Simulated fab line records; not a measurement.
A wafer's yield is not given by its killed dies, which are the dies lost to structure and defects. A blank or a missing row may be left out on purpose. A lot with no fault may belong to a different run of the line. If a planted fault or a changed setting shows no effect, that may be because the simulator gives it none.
fab line records -- flow sky130
[record] lots = 11, wafers = 33, last-day = 50
route steps=708 shown POLY_CUT@318 LI_CONTACT@377 LOCAL_INTERCONNECT@399 CONTACT@430 PAD_OPEN@708
lots that met no fault: from a run of the same line without faults
start-h: hours from the record's first day to the start of the lot's first wafer shown -- wait-h: hours from the lot's prior step to this one -- " the same as in the row above -- L1.1+2: one row covering several wafers at once -- - no value present, or no start provided -- * or withheld: withheld -- < > ~ a bound
route shown NAME@n: names a module that has steps shown in the file, with the first one's number in the route -- usual: the fault-free wafers' mean and standard deviation -- same: alike in all rows -- chamber/n: place in a boat -- sites: per-site readings -- _std_site: the values' standard deviation -- _edge_site: the outer-site mean with the inner-site mean subtracted -- radius-mm: for every site, how far away it sits from the centre of the wafer -- mask NAME#n: copy n -- behind: tool/chamber where the wafer was last shaped -- hold: the reason the lot was held/the length of the hold in hours/how it ended -- device: names the non-switching transistor (n, p or np) -- end of line: at the end of the route, the tests of the same wafers -- a step with no rows: only its recipe -- killed: the dies lost at the first sort to structure and to defects; this is not the yield of the wafer -- map: dies across one wafer; x = killed, . = not, _ = none there
set.NAME: the setting as run; set.NAME@STEP: as run at that earlier step -- model.NAME: the simulator's own value behind a step, which no gauge read
the route's steps for a sample of lots (tables are steps, rows are wafers)
services: a tool's chamber out of use, with start hour (start-h, from the record's first day; less than 0 if before it), hours out, and reason
[[steps]]
[step SKY_POLY_CUT_ETCH_11]
[recipe] target = Si3N4, chemistry = CF4/CH2F2/Ar, stop-on = poly-Si, source-w = 600, bias-w = 150, pressure-mtorr = 40, cf4-flow-sccm = 40, ch2f2-flow-sccm = 20, Ar_flow_sccm = 150, time-s = 42.5, target-depth-a = 600
[usual] drypump-motor-current-A = 5.9/0.45, oes-product-au = 0.829/0.0064, throttle-valve-pct = 14.995/0.0091
lot.wafer,tool,chamber,start-h,wait-h,drypump-motor-current-A,oes-product-au,rf-hours-counter-h,throttle-valve-pct
L830.1,rie-diel-02,0,604.55,0.0,5.9,0.815,9,15.020
L830.2,rie-diel-02,1,604.55,0.0,6.5,0.835,9,14.999
L830.4,rie-diel-02,2,604.55,0.0,5.7,0.819,68,14.990
L829.1,rie-diel-04,1,605.50,0.0,5.7,0.826,7,14.985
L829.3,rie-diel-04,3,605.50,0.0,6.5,0.829,3,14.994
L829.5,rie-diel-04,1,605.50,0.0,5.7,0.829,-,14.993
L831.3,rie-diel-02,3,606.45,0.0,5.0,0.827,11,14.994
L831.4,rie-diel-02,2,606.45,0.0,5.7,0.832,68,14.991
L831.6,rie-diel-02,0,606.45,0.0,5.9,0.827,-,15.009
L832.2,rie-diel-02,3,611.91,0.0,5.0,0.828,11,15.000
L832.3,rie-diel-02,1,611.91,0.0,6.5,0.829,9,14.983
L832.5,rie-diel-02,0,611.91,0.0,5.9,0.832,-,14.998
L833.1,rie-diel-04,3,631.27,0.0,6.5,0.833,4,15.004
L833.3,rie-diel-04,2,631.27,0.0,5.6,0.842,0,14.992
L833.4,rie-diel-04,0,631.27,0.0,5.6,0.841,8,15.010
L841.1,rie-diel-04,0,689.70,0.0,5.6,0.827,9,14.995
L841.5,rie-diel-04,1,689.70,0.0,5.7,0.826,-,15.000
L841.6,rie-diel-04,0,689.70,0.0,5.6,0.819,-,14.975
L843.2,rie-diel-04,0,708.86,0.0,5.6,0.828,9,14.990
L843.4,rie-diel-04,2,708.86,0.0,5.6,0.844,2,14.983
L843.5,rie-diel-04,1,708.86,0.0,5.7,0.828,-,15.016
L842.3,rie-diel-03,3,713.20,0.0,6.0,0.837,4,14.989
L842.5,rie-diel-03,1,713.20,0.0,5.5,0.837,-,14.994
L842.6,rie-diel-03,0,713.20,0.0,6.3,0.829,-,15.000
L845.1,rie-diel-02,0,722.41,0.0,5.9,0.816,12,14.992
L845.4,rie-diel-02,2,722.41,0.0,5.6,0.833,2,15.002
L845.5,rie-diel-02,2,722.41,0.0,5.6,0.829,-,14.987
L847.1,rie-diel-04,3,728.15,0.0,6.5,0.828,6,14.984
L847.3,rie-diel-04,0,728.15,0.0,5.6,0.824,10,14.997
L847.5,rie-diel-04,3,728.15,0.0,6.5,0.822,-,14.989
L848.1,rie-diel-02,1,741.80,0.0,6.5,0.832,12,14.975
L848.2,rie-diel-02,2,741.80,0.0,5.7,0.817,2,14.994
L848.6,rie-diel-02,1,741.80,0.0,6.5,0.825,-,14.982
[step SKY_LI_CONTACT_ETCH_15]
[recipe] target = PSG, chemistry = C4F8/O2/Ar, stop-on = Si, taper-deg = 4.15, mask-material = KrF-thick, source-w = 1500, bias-w = 1200, pressure-mtorr = 40, c4f8-flow-sccm = withheld, O2_flow_sccm = 6, Ar_flow_sccm = 300, time-s = withheld, target-depth-a = 6000
[usual] oes-product-au = 0.837/0.0048
lot.wafer,tool,chamber,start-h,wait-h,oes-product-au
L830.1,rie-diel-03,2,718.36,0.0,0.835
L830.2,rie-diel-03,1,718.36,0.0,0.835
L830.4,rie-diel-03,3,718.36,0.0,0.833
L829.1,rie-diel-02,1,720.30,0.0,0.841
L829.3,rie-diel-02,3,720.30,0.0,0.843
L829.5,rie-diel-02,1,720.30,0.0,0.841
L831.3,rie-diel-01,3,721.34,0.0,0.840
L831.4,rie-diel-01,0,721.34,0.0,0.834
L831.6,rie-diel-01,0,721.34,0.0,0.834
L832.2,rie-diel-01,3,738.40,0.0,0.830
L832.3,rie-diel-01,2,738.40,0.0,0.837
L832.5,rie-diel-01,2,738.40,0.0,0.841
L833.1,rie-diel-03,3,746.67,0.0,0.828
L833.3,rie-diel-03,1,746.67,0.0,0.841
L833.4,rie-diel-03,2,746.67,0.0,0.829
L841.1,rie-diel-02,3,800.42,0.0,0.834
L841.5,rie-diel-02,0,800.42,0.0,0.844
L841.6,rie-diel-02,1,800.42,0.0,0.838
L843.2,rie-diel-03,1,820.07,0.0,0.834
L843.4,rie-diel-03,2,820.07,0.0,0.838
L843.5,rie-diel-03,1,820.07,0.0,0.832
L842.3,rie-diel-02,1,822.91,0.0,0.842
L842.5,rie-diel-02,0,822.91,0.0,0.846
L842.6,rie-diel-02,1,822.91,0.0,0.836
L845.1,rie-diel-02,3,830.91,0.0,0.838
L845.4,rie-diel-02,2,830.91,0.0,0.836
L845.5,rie-diel-02,2,830.91,0.0,0.840
L847.1,rie-diel-02,0,838.51,0.0,0.843
L847.3,rie-diel-02,2,838.51,0.0,0.845
L847.5,rie-diel-02,3,838.51,0.0,0.837
L848.1,rie-diel-01,0,849.85,0.0,0.835
L848.2,rie-diel-01,3,849.85,0.0,0.846
L848.6,rie-diel-01,2,849.85,0.0,0.843
[step SKY_LOCAL_INTERCONNECT_OVL_MEAS_12]
[usual] LOCAL_INTERCONNECT_OVL = 0/4.6
lot.wafer,tool,chamber,start-h,wait-h,LOCAL_INTERCONNECT_OVL[nm]
L830.1,overlay-02,-,747.08,0.1,7
L830.2,overlay-02,-,747.08,0.1,0
L830.4,overlay-02,-,747.08,0.1,5
L829.1,overlay-02,-,749.62,0.1,3
L829.3,overlay-02,-,749.62,0.1,5
L829.5,overlay-02,-,749.62,0.1,5
L831.3,overlay-01,-,750.51,0.1,-5
L831.4,overlay-01,-,750.51,0.1,-3
L831.6,overlay-01,-,750.51,0.1,-1
L832.2,overlay-02,-,766.44,0.1,9
L832.3,overlay-02,-,766.44,0.1,-2
L832.5,overlay-02,-,766.44,0.1,3
L833.1,overlay-01,-,774.72,0.1,5
L833.3,overlay-01,-,774.72,0.1,10
L833.4,overlay-01,-,774.72,0.1,9
L841.1,overlay-01,-,828.57,0.1,8
L841.5,overlay-01,-,828.57,0.1,-2
L841.6,overlay-01,-,828.57,0.1,4
L843.2,overlay-02,-,847.58,0.1,1
L843.4,overlay-02,-,847.58,0.1,4
L843.5,overlay-02,-,847.58,0.1,-3
L842.3,overlay-01,-,850.75,0.1,-3
L842.5,overlay-01,-,850.75,0.1,-3
L842.6,overlay-01,-,850.75,0.1,-4
L845.1,overlay-02,-,858.83,0.1,-4
L845.4,overlay-02,-,858.83,0.1,3
L845.5,overlay-02,-,858.83,0.1,-1
L847.1,overlay-02,-,865.88,0.1,-3
L847.3,overlay-02,-,865.88,0.1,5
L847.5,overlay-02,-,865.88,0.1,6
L848.1,overlay-02,-,876.98,0.1,-6
L848.2,overlay-02,-,876.98,0.1,1
L848.6,overlay-02,-,876.98,0.1,1
[step SKY_CONTACT_CVD_24]
[recipe] material = W, target-thk-nm = 340, time-s = 102.12, temp-c = 400, pressure-torr = 40
[usual] heater-power-w = 889/90
lot.wafer,tool,chamber,start-h,wait-h,heater-power-w
L830.1,cvd-w-01,0,775.76,0.0,802
L830.2,cvd-w-01,1,775.76,0.0,832
L830.4,cvd-w-01,1,775.76,0.0,811
L829.1,cvd-w-02,1,779.14,0.0,819
L829.3,cvd-w-02,1,779.14,0.0,823
L829.5,cvd-w-02,0,779.14,0.0,1020
L831.3,cvd-w-02,1,779.91,0.1,810
L831.4,cvd-w-02,0,779.91,0.1,1014
L831.6,cvd-w-02,0,779.91,0.1,1049
L832.2,cvd-w-02,0,796.07,0.0,1013
L832.3,cvd-w-02,1,796.07,0.0,846
L832.5,cvd-w-02,0,796.07,0.0,1015
L833.1,cvd-w-01,1,803.61,0.0,826
L833.3,cvd-w-01,1,803.61,0.0,841
L833.4,cvd-w-01,0,803.61,0.0,838
L841.1,cvd-w-02,0,857.18,0.0,1011
L841.5,cvd-w-02,0,857.18,0.0,1017
L841.6,cvd-w-02,1,857.18,0.0,811
L843.2,cvd-w-02,1,876.30,0.0,836
L843.4,cvd-w-02,1,876.30,0.0,836
L843.5,cvd-w-02,0,876.30,0.0,1012
L842.3,cvd-w-02,1,879.06,0.1,823
L842.5,cvd-w-02,0,879.06,0.1,1008
L842.6,cvd-w-02,1,879.06,0.1,839
L845.1,cvd-w-02,0,887.49,0.0,1047
L845.4,cvd-w-02,0,887.49,0.0,1022
L845.5,cvd-w-02,0,887.49,0.0,1009
L847.1,cvd-w-02,1,894.47,0.0,803
L847.3,cvd-w-02,0,894.47,0.0,1015
L847.5,cvd-w-02,1,894.47,0.0,830
L848.1,cvd-w-02,0,904.77,0.0,1006
L848.2,cvd-w-02,1,904.77,0.0,846
L848.6,cvd-w-02,0,904.77,0.0,1027
[step SKY_CONTACT_RS_MEAS_25]
[recipe] thk-meas-gauge = four-point-probe, reads = W_of_CONTACT_CVD_24+TiN_of_CONTACT_SPUTTER_23
[usual] CONTACT_W_RS = 0.339/0.0045
lot.wafer,tool,chamber,start-h,wait-h,CONTACT_W_RS[ohm/sq]
L830.1,film-metro-03,-,775.87,0.1,0.341
L830.2,film-metro-03,-,775.87,0.1,0.339
L830.4,film-metro-03,-,775.87,0.1,0.335
L829.1,film-metro-01,-,779.25,0.1,0.201
L829.3,film-metro-01,-,779.25,0.1,0.200
L829.5,film-metro-01,-,779.25,0.1,0.336
L831.3,film-metro-01,-,780.02,0.1,0.200
L831.4,film-metro-01,-,780.02,0.1,0.336
L831.6,film-metro-01,-,780.02,0.1,0.338
L832.2,film-metro-01,-,796.20,0.1,0.333
L832.3,film-metro-01,-,796.20,0.1,0.201
L832.5,film-metro-01,-,796.20,0.1,0.329
L833.1,film-metro-03,-,803.72,0.1,0.340
L833.3,film-metro-03,-,803.72,0.1,0.341
L833.4,film-metro-03,-,803.72,0.1,0.347
L841.1,film-metro-04,-,857.29,0.1,0.334
L841.5,film-metro-04,-,857.29,0.1,0.334
L841.6,film-metro-04,-,857.29,0.1,0.340
L843.2,film-metro-04,-,876.43,0.1,0.340
L843.4,film-metro-04,-,876.43,0.1,0.345
L843.5,film-metro-04,-,876.43,0.1,0.338
L842.3,film-metro-04,-,879.18,0.1,0.341
L842.5,film-metro-04,-,879.18,0.1,0.328
L842.6,film-metro-04,-,879.18,0.1,0.337
L845.1,film-metro-01,-,887.60,0.1,0.337
L845.4,film-metro-01,-,887.60,0.1,0.333
L845.5,film-metro-01,-,887.60,0.1,0.335
L847.1,film-metro-03,-,894.58,0.1,0.341
L847.3,film-metro-03,-,894.58,0.1,0.341
L847.5,film-metro-03,-,894.58,0.1,0.347
L848.1,film-metro-01,-,904.88,0.1,0.335
L848.2,film-metro-01,-,904.88,0.1,0.339
L848.6,film-metro-01,-,904.88,0.1,0.336
[step SKY_CONTACT_THK_MEAS_26]
[recipe] thk-meas-gauge = xrf, reads = W_of_CONTACT_CVD_24
[usual] CONTACT_W_THK = 340/4.4
lot.wafer,tool,chamber,start-h,wait-h,CONTACT_W_THK[nm]
L830.1,film-metro-03,-,775.99,0.1,342
L830.2,film-metro-03,-,775.99,0.1,341
L830.4,film-metro-03,-,775.99,0.1,344
L829.1,film-metro-01,-,779.37,0.1,-
L829.3,film-metro-01,-,779.37,0.1,-
L829.5,film-metro-01,-,779.37,0.1,345
L831.3,film-metro-01,-,780.12,0.1,-
L831.4,film-metro-01,-,780.12,0.1,341
L831.6,film-metro-01,-,780.12,0.1,342
L832.2,film-metro-01,-,796.31,0.1,350
L832.3,film-metro-01,-,796.31,0.1,-
L832.5,film-metro-01,-,796.31,0.1,353
L833.1,film-metro-03,-,803.84,0.1,339
L833.3,film-metro-03,-,803.84,0.1,337
L833.4,film-metro-03,-,803.84,0.1,330
L841.1,film-metro-04,-,857.41,0.1,342
L841.5,film-metro-04,-,857.41,0.1,341
L841.6,film-metro-04,-,857.41,0.1,337
L843.2,film-metro-04,-,876.54,0.1,336
L843.4,film-metro-04,-,876.54,0.1,332
L843.5,film-metro-04,-,876.54,0.1,339
L842.3,film-metro-04,-,879.28,0.1,336
L842.5,film-metro-04,-,879.28,0.1,350
L842.6,film-metro-04,-,879.28,0.1,339
L845.1,film-metro-01,-,887.72,0.1,343
L845.4,film-metro-01,-,887.72,0.1,345
L845.5,film-metro-01,-,887.72,0.1,346
L847.1,film-metro-03,-,894.70,0.1,339
L847.3,film-metro-03,-,894.70,0.1,336
L847.5,film-metro-03,-,894.70,0.1,332
L848.1,film-metro-01,-,905.00,0.1,343
L848.2,film-metro-01,-,905.00,0.1,338
L848.6,film-metro-01,-,905.00,0.1,340
[step SKY_CONTACT_CMP_27]
[recipe] stop-on = SiO2, t-overpolish-s = 15, down-force-psi = 3.5, platen-rpm = 60, target-thk-nm = 0, pad-velocity-m-s = 0.94248
[usual] head-pressure-psi = 3.500/0.0083, motor-current-A = 10.9/0.86, time-to-endpoint-s = 85/3.7
lot.wafer,tool,chamber,start-h,wait-h,head-pressure-psi,motor-current-A,time-to-endpoint-s
L830.4,cmp-01,1,776.10,0.1,3.506,9.8,86
L830.2,cmp-01,2,776.10,0.1,3.495,10.3,82
L830.1,cmp-01,3,776.10,0.1,3.487,11.6,81
L829.1,cmp-01,0,779.44,0.1,3.508,11.1,140
L829.3,cmp-01,2,779.44,0.1,3.501,10.0,138
L829.5,cmp-01,1,779.44,0.1,3.505,9.8,87
L831.3,cmp-01,1,780.16,0.0,3.510,9.8,142
L831.4,cmp-01,3,780.16,0.0,3.492,11.5,85
L831.6,cmp-01,1,780.16,0.0,3.509,9.4,87
L832.2,cmp-02,3,796.57,0.3,3.495,11.6,81
L832.3,cmp-02,1,796.57,0.3,3.506,11.1,136
L832.5,cmp-02,3,796.57,0.3,3.501,11.0,83
L833.3,cmp-02,2,803.90,0.0,3.506,10.3,82
L833.4,cmp-02,3,803.90,0.0,3.497,12.2,80
L833.1,cmp-02,0,803.90,0.0,3.493,12.0,86
L841.1,cmp-01,1,857.62,0.2,3.504,9.2,88
L841.5,cmp-01,2,857.62,0.2,3.513,10.0,84
L841.6,cmp-01,3,857.62,0.2,3.504,11.6,90
L843.2,cmp-01,1,876.64,0.1,3.501,10.0,89
L843.4,cmp-01,3,876.64,0.1,3.497,12.1,90
L843.5,cmp-01,0,876.64,0.1,3.508,10.8,88
L842.3,cmp-01,1,879.42,0.1,3.492,9.6,89
L842.6,cmp-01,3,879.42,0.1,3.480,11.4,88
L842.5,cmp-01,0,879.42,0.1,3.488,10.9,86
L845.4,cmp-02,2,887.78,0.0,3.497,11.0,89
L845.1,cmp-02,3,887.78,0.0,3.502,12.0,87
L845.5,cmp-02,3,887.78,0.0,3.503,11.0,88
L847.3,cmp-02,2,894.86,0.1,3.507,10.1,82
L847.1,cmp-02,3,894.86,0.1,3.504,11.9,81
L847.5,cmp-02,0,894.86,0.1,3.512,11.9,84
L848.2,cmp-01,0,905.16,0.1,3.506,11.5,85
L848.1,cmp-01,1,905.16,0.1,3.502,9.5,88
L848.6,cmp-01,2,905.16,0.1,3.501,9.6,87
[step SKY_PAD_OPEN_PROBE_99]
[usual] killed_at_M0_to_M3 = 43/7.2, killed_at_M4_up = 3.3/2, killed-at-contacts = 25/5.8, killed-at-front-end = 15/4.5, killed-at-other = 0.3/0.62, killed-dies = 86/9.4, killed-open = 47/7.1, killed-short = 39/6
[same] gross-dies = 492, killed-at-back-side = 0
lot.wafer,tool,chamber,start-h,wait-h,killed_at_M0_to_M3,killed_at_M4_up,killed-at-contacts,killed-at-front-end,killed-at-other,killed-dies,killed-open,killed-short
L841.5,prober-01,-,1165.24,0.2,38,0,30,12,1,81,45,35
// killed by level:class
L841.5 CONTACT:geometric-particle:open=15 VIA2:geometric-particle:open=9 LI_CONTACT:geometric-particle:short=6 VIA3:geometric-particle:short=6 FIELD_ISO:geometric-particle:open=5 VIA3:geometric-particle:open=4 CONTACT:geometric-particle:short=4 VIA1:geometric-particle:open=4
[[services]]
tool,chamber,start-h,hours,kind
rie-diel-04,-,612.22,0.7,repair
cmp-01,-,620.82,0.9,repair
rie-diel-04,0,676.59,10.9,repair
rie-diel-04,1,696.89,1.6,repair
cmp-01,-,699.01,2.6,repair
rie-diel-02,1,708.46,3.8,repair
cmp-01,-,744.33,4.0,pm
rie-diel-04,-,747.34,0.5,repair
rie-diel-04,0,766.69,3.3,repair
rie-diel-04,3,781.32,6.6,repair
cmp-01,-,783.61,0.6,repair
cvd-w-02,-,784.87,0.3,repair
cmp-01,-,785.66,4.0,pm
cmp-01,-,794.37,18.9,pm
rie-diel-04,1,802.00,3.3,repair
cvd-w-02,-,817.97,0.9,repair
rie-diel-04,2,855.28,1.4,repair
rie-diel-02,2,861.78,6.8,repair
rie-diel-02,0,865.50,4.3,repair
rie-diel-04,-,866.69,2.8,pm
rie-diel-02,3,869.07,10.6,repair
rie-diel-02,-,881.34,2.8,pm
rie-diel-02,-,884.09,14.6,pm
cmp-01,-,897.71,6.7,pm
[[key]]
[first-sign] step = SKY_CONTACT_RS_MEAS_25, reading = CONTACT_W_RS, direction = down, sigmas = 31, usual = 0.339, struck = 0.201
[effect] step = SKY_CONTACT_THK_MEAS_26, reading = CONTACT_W_THK, direction = missing
[effect] step = SKY_CONTACT_CMP_27, reading = time-to-endpoint-s, direction = up, sigmas = 15, usual = *, struck = *
met-at SKY_CONTACT_CVD_24
struck-lots L829,L831,L832
struck-wafers L829.1,L829.3,L831.3,L832.3
tester-left-out L829,L831,L832
not-acting-at SKY_POLY_CUT_ETCH_11,SKY_LI_CONTACT_ETCH_15,SKY_LOCAL_INTERCONNECT_OVL_MEAS_12
[fault] kind = process-parameter-drift, tool = cvd-w-02, chamber = 1, onset-h = 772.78, steps = SKY_CONTACT_CVD_24, channel = target-thk-nm, offset = 232.86, shape = step, end-h = 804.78, acts-in = these-recipes-only, stated = 340
// tester-left-out: of these lots the tester's yield and bins aren't shown, on N5 and GAA mostly nor the transistor test; their killed dies are dies lost to structure and defects alone, not to doping, threshold or leakage, so they don't give the yield
